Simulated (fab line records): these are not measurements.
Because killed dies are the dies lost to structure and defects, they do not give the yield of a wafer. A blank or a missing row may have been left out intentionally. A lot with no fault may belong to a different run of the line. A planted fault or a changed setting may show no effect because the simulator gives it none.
Which tool was responsible? :: flow sky130 :: 14 lots, 42 wafers sampled, at 4 steps of a route of 708

## WHAT THE GAUGES SHOWED, per wafer
SKY_VT_ADJUST_PCH_TW_MEAS_10.
lot: L677
measured: day 10 09:43
on: film_metro-03
VT_ADJUST_PCH_TW: 143.4 143.7 143.6

lot: L678
measured: day 10 10:29
on: film_metro-04
VT_ADJUST_PCH_TW: 147.1 146.5 147.5

lot: L680
measured: day 11 03:48
on: film_metro-04
VT_ADJUST_PCH_TW: 146.1 146.1 146.0

lot: L683
measured: day 12 06:23
on: film_metro-03
VT_ADJUST_PCH_TW: 144.0 144.5 144.3

lot: L684
measured: day 12 18:08
on: film_metro-02
VT_ADJUST_PCH_TW: 142.0 142.3 142.2

lot: L686
measured: day 13 08:57
on: film_metro-03
VT_ADJUST_PCH_TW: 143.9 144.0 144.0

lot: L691
measured: day 15 02:13
on: film_metro-02
VT_ADJUST_PCH_TW: 141.8 142.6 141.3

lot: L692
measured: day 15 04:53
on: film_metro-04
VT_ADJUST_PCH_TW: 146.1 145.4 146.4

lot: L694
measured: day 15 20:50
on: film_metro-03
VT_ADJUST_PCH_TW: 143.7 143.2 144.4

lot: L695
measured: day 16 04:47
on: film_metro-04
VT_ADJUST_PCH_TW: 145.6 145.1 145.0

lot: L697
measured: day 16 21:14
on: film_metro-04
VT_ADJUST_PCH_TW: 145.0 145.7 145.5

lot: L698
measured: day 17 05:35
on: film_metro-03
VT_ADJUST_PCH_TW: 144.5 143.2 144.0

lot: L700
measured: day 17 21:55
on: film_metro-02
VT_ADJUST_PCH_TW: 142.7 143.2 142.6

lot: L699
measured: day 17 23:16
on: film_metro-03
VT_ADJUST_PCH_TW: 143.5 143.5 143.2

SKY_LDD_N_OVL_MEAS_07.
lot: L677
measured: day 17 18:46
on: overlay-02
LDD_N_OVL (nm): 0.6 -1.9 -0.7

lot: L678
measured: day 17 19:16
on: overlay-01
LDD_N_OVL (nm): -3.5 -2.4 -4.5

lot: L680
measured: day 18 13:01
on: overlay-01
LDD_N_OVL (nm): -0.5 -0.2 0.0

lot: L683
measured: day 19 22:35
on: overlay-02
LDD_N_OVL (nm): -1.4 -0.2 0.3

lot: L684
measured: day 20 14:36
on: overlay-01
LDD_N_OVL (nm): -1.8 -1.3 -2.8

lot: L686
measured: day 21 06:25
on: overlay-02
LDD_N_OVL (nm): -1.0 -0.6 -2.4

lot: L691
measured: day 23 04:03
on: overlay-02
LDD_N_OVL (nm): -1.3 -2.0 -0.1

lot: L692
measured: day 23 07:12
on: overlay-01
LDD_N_OVL (nm): -1.6 -0.5 -2.2

lot: L694
measured: day 24 01:38
on: overlay-02
LDD_N_OVL (nm): 0.0 -2.9 -2.9

lot: L695
measured: day 24 09:38
on: overlay-01
LDD_N_OVL (nm): -0.8 -1.1 -2.0

lot: L697
measured: day 25 00:08
on: overlay-01
LDD_N_OVL (nm): 0.2 -1.5 -2.2

lot: L698
measured: day 25 10:33
on: overlay-02
LDD_N_OVL (nm): -2.1 -3.5 -2.8

lot: L700
measured: day 26 18:10
on: overlay-01
LDD_N_OVL (nm): 1.8 0.3 -1.0

lot: L699
measured: day 26 17:53
on: overlay-02
LDD_N_OVL (nm): 0.1 -0.3 -3.0

SKY_SD_P_OVL_MEAS_08.
lot: L677
measured: day 25 10:02
on: overlay-01
SD_P_OVL (nm): 0.9 0.9 1.5

lot: L678
measured: day 25 11:41
on: overlay-02
SD_P_OVL (nm): -2.2 -0.7 -3.8

lot: L680
measured: day 26 16:26
on: overlay-02
SD_P_OVL (nm): 3.7 0.7 2.2

lot: L683
measured: day 27 13:37
on: overlay-01
SD_P_OVL (nm): -3.0 -0.6 -0.7

lot: L684
measured: day 28 03:33
on: overlay-02
SD_P_OVL (nm): 0.6 1.6 2.5

lot: L686
measured: day 28 19:49
on: overlay-01
SD_P_OVL (nm): 0.6 1.2 4.0

lot: L691
measured: day 30 15:17
on: overlay-01
SD_P_OVL (nm): 0.2 -1.6 -0.9

lot: L692
measured: day 31 04:53
on: overlay-02
SD_P_OVL (nm): 0.3 -0.5 -0.6

lot: L694
measured: day 31 11:55
on: overlay-02
SD_P_OVL (nm): -0.6 0.5 0.9

lot: L695
measured: day 31 18:07
on: overlay-02
SD_P_OVL (nm): 1.1 2.4 1.8

lot: L697
measured: day 32 07:17
on: overlay-01
SD_P_OVL (nm): -1.0 -1.5 -1.0

lot: L698
measured: day 32 16:16
on: overlay-01
SD_P_OVL (nm): 2.3 -1.7 0.1

lot: L700
measured: day 33 21:41
on: overlay-01
SD_P_OVL (nm): -0.5 0.4 -0.5

lot: L699
measured: day 33 21:23
on: overlay-01
SD_P_OVL (nm): 2.2 1.4 2.0

## WHICH TOOL RAN EACH LOT (tool, then ch and the chambers of the sampled wafers, then the start)
lot: L677
SKY_LDD_LDN_EXPOSE_04: iline_stepper-02 ch 0, day 22 06:47

lot: L678
SKY_LDD_LDN_EXPOSE_04: iline_stepper-02 ch 0, day 22 07:25

lot: L680
SKY_LDD_LDN_EXPOSE_04: iline_stepper-02 ch 0, day 22 23:42

lot: L683
SKY_LDD_LDN_EXPOSE_04: iline_stepper-02 ch 0, day 24 08:52

lot: L684
SKY_LDD_LDN_EXPOSE_04: iline_stepper-02 ch 0, day 25 00:47

lot: L686
SKY_LDD_LDN_EXPOSE_04: iline_stepper-01 ch 0, day 25 16:07

lot: L691
SKY_LDD_LDN_EXPOSE_04: iline_stepper-02, day 27 11:49

lot: L692
SKY_LDD_LDN_EXPOSE_04: iline_stepper-02, day 28 01:29

lot: L694
SKY_LDD_LDN_EXPOSE_04: iline_stepper-02 ch 0, day 28 08:01

lot: L695
SKY_LDD_LDN_EXPOSE_04: iline_stepper-01 ch 0, day 28 17:07

lot: L697
SKY_LDD_LDN_EXPOSE_04: iline_stepper-02 ch 0, day 29 06:20

lot: L698
SKY_LDD_LDN_EXPOSE_04: iline_stepper-01 ch 0, day 29 16:42

lot: L700
SKY_LDD_LDN_EXPOSE_04: iline_stepper-02 ch 0, day 30 23:03

lot: L699
SKY_LDD_LDN_EXPOSE_04: iline_stepper-01 ch 0, day 30 22:34
- SKY_LDD_LDN_EXPOSE_04: exposes mask LDNTM, target cd 700 nm.

## WHAT THE TOOLS THEMSELVES READ (means of the sampled wafers that have a number; where no wafer has one, the mark that the record gives instead)
SKY_LDD_LDN_EXPOSE_04.
lot: L677
tool: iline_stepper-02
exposure_dose_mJ_cm2: 137.67
focus_offset_nm (nm): -0.1

lot: L678
tool: iline_stepper-02
exposure_dose_mJ_cm2: 137.71
focus_offset_nm (nm): -0.9

lot: L680
tool: iline_stepper-02
exposure_dose_mJ_cm2: 137.77
focus_offset_nm (nm): 0.2

lot: L683
tool: iline_stepper-02
exposure_dose_mJ_cm2: 137.64
focus_offset_nm (nm): -0.4

lot: L684
tool: iline_stepper-02
exposure_dose_mJ_cm2: 137.49
focus_offset_nm (nm): 0.5

lot: L686
tool: iline_stepper-01
exposure_dose_mJ_cm2: 137.69
focus_offset_nm (nm): 0.3

lot: L691
tool: iline_stepper-02
exposure_dose_mJ_cm2: -
focus_offset_nm (nm): -

lot: L692
tool: iline_stepper-02
exposure_dose_mJ_cm2: -
focus_offset_nm (nm): -

lot: L694
tool: iline_stepper-02
exposure_dose_mJ_cm2: 137.65
focus_offset_nm (nm): 0.3

lot: L695
tool: iline_stepper-01
exposure_dose_mJ_cm2: 137.83
focus_offset_nm (nm): 0.1

lot: L697
tool: iline_stepper-02
exposure_dose_mJ_cm2: 137.64
focus_offset_nm (nm): -0.5

lot: L698
tool: iline_stepper-01
exposure_dose_mJ_cm2: 137.60
focus_offset_nm (nm): 0.3

lot: L700
tool: iline_stepper-02
exposure_dose_mJ_cm2: 137.64
focus_offset_nm (nm): 0.4

lot: L699
tool: iline_stepper-01
exposure_dose_mJ_cm2: 137.82
focus_offset_nm (nm): 0.1

## THE ANSWER, worked out from the rows above alone
Rule: usual is defined by the lots themselves. The widest of any qualifying gaps counts: lots, ordered by their means at a reading, are off when they make up no more than a third of the lots, leave a main group of 4 or more, and stand apart from it by 3 or more times the standard deviation of that group's means. A main group is skipped when, at the precision printed for the reading in the tables above, its means are all equal. A lot without any number at a reading at which 4 lots or more have one is off too. Where the step has rows for the other lots, those lots are counted as sound. Order of review: gauges by route order, followed by the tools' own readings, for which a lot's mean as printed above is used. At the first step where some lot is off, the reading lying furthest off is the one used; lots without a number count as furthest.
Off, at SKY_LDD_LDN_EXPOSE_04 on exposure_dose_mJ_cm2: L691, L692. Without a number there: L691, L692. The main group has a mean of 137.68 with a standard deviation of 0.091.
A tool fits if, at that step or a process step before it, it ran every lot that is off, and no sound lot after the first of them. Not one of the candidates tried fits.

## WHAT WAS PUT IN BY THE SIMULATOR
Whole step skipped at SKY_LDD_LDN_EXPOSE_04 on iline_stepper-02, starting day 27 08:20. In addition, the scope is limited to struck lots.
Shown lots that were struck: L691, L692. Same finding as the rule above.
